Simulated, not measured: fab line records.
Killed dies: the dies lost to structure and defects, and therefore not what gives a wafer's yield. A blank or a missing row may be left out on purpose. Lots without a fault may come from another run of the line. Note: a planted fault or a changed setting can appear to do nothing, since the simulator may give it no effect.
What tool caused it? :: flow sky130 :: 6 lots, 17 wafers sampled, at 2 steps of a route of 708

## WHAT THE GAUGES READ, wafer by wafer
SKY_VT_ADJUST_LVTN_TW_MEAS_21.
lot: L538
measured: day 8 05:40
on: filmMetro-04
VT_ADJUST_LVTN_2_TW: 188.4 188.2 187.1

lot: L541
measured: day 8 12:52
on: filmMetro-04
VT_ADJUST_LVTN_2_TW: 188.1 187.4 186.6

lot: L548
measured: day 11 08:46
on: filmMetro-04
VT_ADJUST_LVTN_2_TW: 202.8 203.8 203.2 203.6

lot: L554
measured: day 12 11:34
on: filmMetro-01
VT_ADJUST_LVTN_2_TW: 188.2 189.3 188.6

lot: L558
measured: day 13 15:02
on: filmMetro-01
VT_ADJUST_LVTN_2_TW: 187.6 188.8 187.4

lot: L560
measured: day 14 05:43
on: filmMetro-02
VT_ADJUST_LVTN_2_TW: 186.3 185.4 186.1

## WHICH TOOL RAN EACH LOT (tool, then ch and the chambers of the sampled wafers, then the start)
lot: L538
SKY_VT_ADJUST_LVTN_IMPLANT_19: implanter-03 ch 0, day 8 05:26

lot: L541
SKY_VT_ADJUST_LVTN_IMPLANT_19: implanter-03 ch 0, day 8 12:38

lot: L548
SKY_VT_ADJUST_LVTN_IMPLANT_19: implanter-02 ch 0, day 11 08:33

lot: L554
SKY_VT_ADJUST_LVTN_IMPLANT_19: implanter-03 ch 0, day 12 11:20

lot: L558
SKY_VT_ADJUST_LVTN_IMPLANT_19: implanter-03 ch 0, day 13 14:49

lot: L560
SKY_VT_ADJUST_LVTN_IMPLANT_19: implanter-03 ch 0, day 14 05:29
- SKY_VT_ADJUST_LVTN_IMPLANT_19

## THE ANSWER, worked out from the rows above alone
Rule: the usual values come from the lots themselves. Put in order of their means at a reading, lots are off if they are a third of the lots or fewer, leave a main group of 4 or more, and stand apart from it by a gap of 3 or more times the standard deviation of the main group's means; of several such gaps the widest counts. If all means in a main group match to the digits the tables above print for the reading, that group is not used. A lot without any number at a reading at which 4 lots or more have one is off too. All remaining lots with rows at the step are treated as sound.
Off: at SKY_VT_ADJUST_LVTN_TW_MEAS_21 (VT_ADJUST_LVTN_2_TW), L548. For the main group the mean is 187.6 and the standard deviation 0.92.
A tool fits if, at a process step before that reading, it ran every lot that is off, and no sound lot after the first of them. Gauges at SKY_VT_ADJUST_LVTN_TW_MEAS_21: tried the same way as those tools. This does not decide it: 2 tools fit, namely implanter-02 at SKY_VT_ADJUST_LVTN_IMPLANT_19 and filmMetro-04 at SKY_VT_ADJUST_LVTN_TW_MEAS_21.

## WHAT THE SIMULATOR HAD PUT IN
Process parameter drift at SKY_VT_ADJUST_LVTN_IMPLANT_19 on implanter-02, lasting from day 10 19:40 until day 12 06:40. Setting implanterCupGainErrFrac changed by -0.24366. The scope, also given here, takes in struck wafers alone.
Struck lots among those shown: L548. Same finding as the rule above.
